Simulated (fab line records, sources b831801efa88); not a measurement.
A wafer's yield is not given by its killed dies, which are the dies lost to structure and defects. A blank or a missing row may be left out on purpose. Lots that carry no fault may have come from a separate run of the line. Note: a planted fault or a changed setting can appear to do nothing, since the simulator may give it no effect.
A lot that was struck, set against a sound lot + flow gf180mcu + 15 out of 602 route steps
Sound: wafers L498.2, L498.3, L498.6. Struck: wafer L503.3 (L503.4, L503.5, from the same lot, were not struck and are left out); the cause is given at the end.
For every step that has rows: the tool of each side, followed by ch and its chambers, followed by its first start. Under that, the readings that differ: sound wafers + struck wafers + difference of the means + sigmas: that difference in standard deviations of wafers without a fault.
alike: words and numbers the same on both sides, and readings whose means are apart by under 2 such deviations; not compared: readings that were withheld, readings missing a value for some wafer, numbers with overlapping values and no deviation given by the record, and bounds like >300 which may hide the same value.
A row with sigmas, a row that says differs or no value, or rows on one side alone: a step with any of these is where the two part. Numbers that have no deviation but don't overlap get no sigmas and don't part them. A reading that every wafer of one side lacks parts them only if that side has two wafers or more.

GF_V4_SPUTTER_22: material TiN, target thk 10 nm, time 40 s.
  sound: pvdSputter-03 at day 27 22:19; struck: pvdSputter-03 at day 29 10:51
  alike: cathodeDcPowerW, chamberPressurePa, throttleValvePct
GF_V4_CVD_23: deposits W, target thk 350 nm, time 104.9 s.
  sound on cvdW-01 ch 0,1, day 27 22:22; struck on cvdW-01 ch 0, day 29 10:56
  alike: heaterPowerW
GF_V4_RS_MEAS_24: measurement is done with a four-point probe.
  sound: filmMetro-04 at day 27 22:29; struck: filmMetro-01 at day 29 11:02
  alike: V4_W_RS
GF_V4_THK_MEAS_25: measures by xrf.
  sound: filmMetro-04 at day 27 22:36; struck: filmMetro-01 at day 29 11:08
  alike: V4_W_THK
GF_V4_CMP_26: polishes, stops on SiO2, t overpolish 15 s, target thk 0 nm.
  sound on cmp-01 ch 1,2,3, day 27 22:42; struck on cmp-02 ch 1, day 29 11:14
  alike: motorCurrentA, overpolishRunS, retainingRingPressureFrac, timeToEndpointS
then, 4 steps without rows for these wafers: GF_MIM_SPUTTER_00 (material Ti, target thk 37.5 nm, time 150 s); GF_MIM_SPUTTER_01 (material TiN, target thk 30 nm, time 23.92 s); GF_MIM_SPUTTER_02 (material AlCu, target thk 450 nm, time 23.9 s); GF_MIM_SPUTTER_03 (material Ti, target thk 10 nm, time 6.7 s).
GF_MIM_SPUTTER_04: material TiN, target thk 50 nm, time 41.7 s.
  sound: pvdSputter-02 at day 27 23:08; struck: pvdSputter-01 at day 29 11:40
  alike: cathodeDcPowerW, chamberPressurePa, throttleValvePct
then, 1 step without rows for these wafers: GF_MIM_CVD_05 (deposits Si3N4, target thk 42 nm, time 29.086 s).
GF_MIM_THK_MEAS_06:
  sound: filmMetro-03 at day 27 23:13; struck: filmMetro-02 at day 29 11:46
  alike: MIM_CVD_05_THK
GF_MIM_SPUTTER_07: material TiN, target thk 60 nm, time 50 s.
  sound: pvdSputter-02 at day 27 23:16; struck: pvdSputter-02 at day 29 11:48
| reading                                | sound                | struck | difference | sigmas      |
|----------------------------------------|----------------------|--------|------------|-------------|
| cathodeDcPowerW (W)                    | 6498.2 6499.6 6500.7 | 5912.5 | -587.0     | -99 or more |
| model.TiN_of_MIM_SPUTTER_07.thkNm (nm) | 61.67 60.66 60.64    | 54.75  | -6.24      |             |
  alike: chamberPressurePa, throttleValvePct
GF_MIM_SPUTTER_08: material AlCu, target thk 200 nm, time 10.6 s.
  sound: pvdSputter-02 at day 27 23:19; struck: pvdSputter-02 at day 29 11:50
  alike: cathodeDcPowerW, chamberPressurePa, throttleValvePct
GF_PASSIVATION_PROBE_99:
  the record has rows for the sound wafers here (prober-01, day 32 02:14) and none for the struck ones

== WHERE THEY PART ==
Earliest at GF_MIM_SPUTTER_07; latest, in this record, at GF_PASSIVATION_PROBE_99.

WHY: whatever the simulator had introduced
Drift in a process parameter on pvdSputter-02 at GF_MIM_SPUTTER_07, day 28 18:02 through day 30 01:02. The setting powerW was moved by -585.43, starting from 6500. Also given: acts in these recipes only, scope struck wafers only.
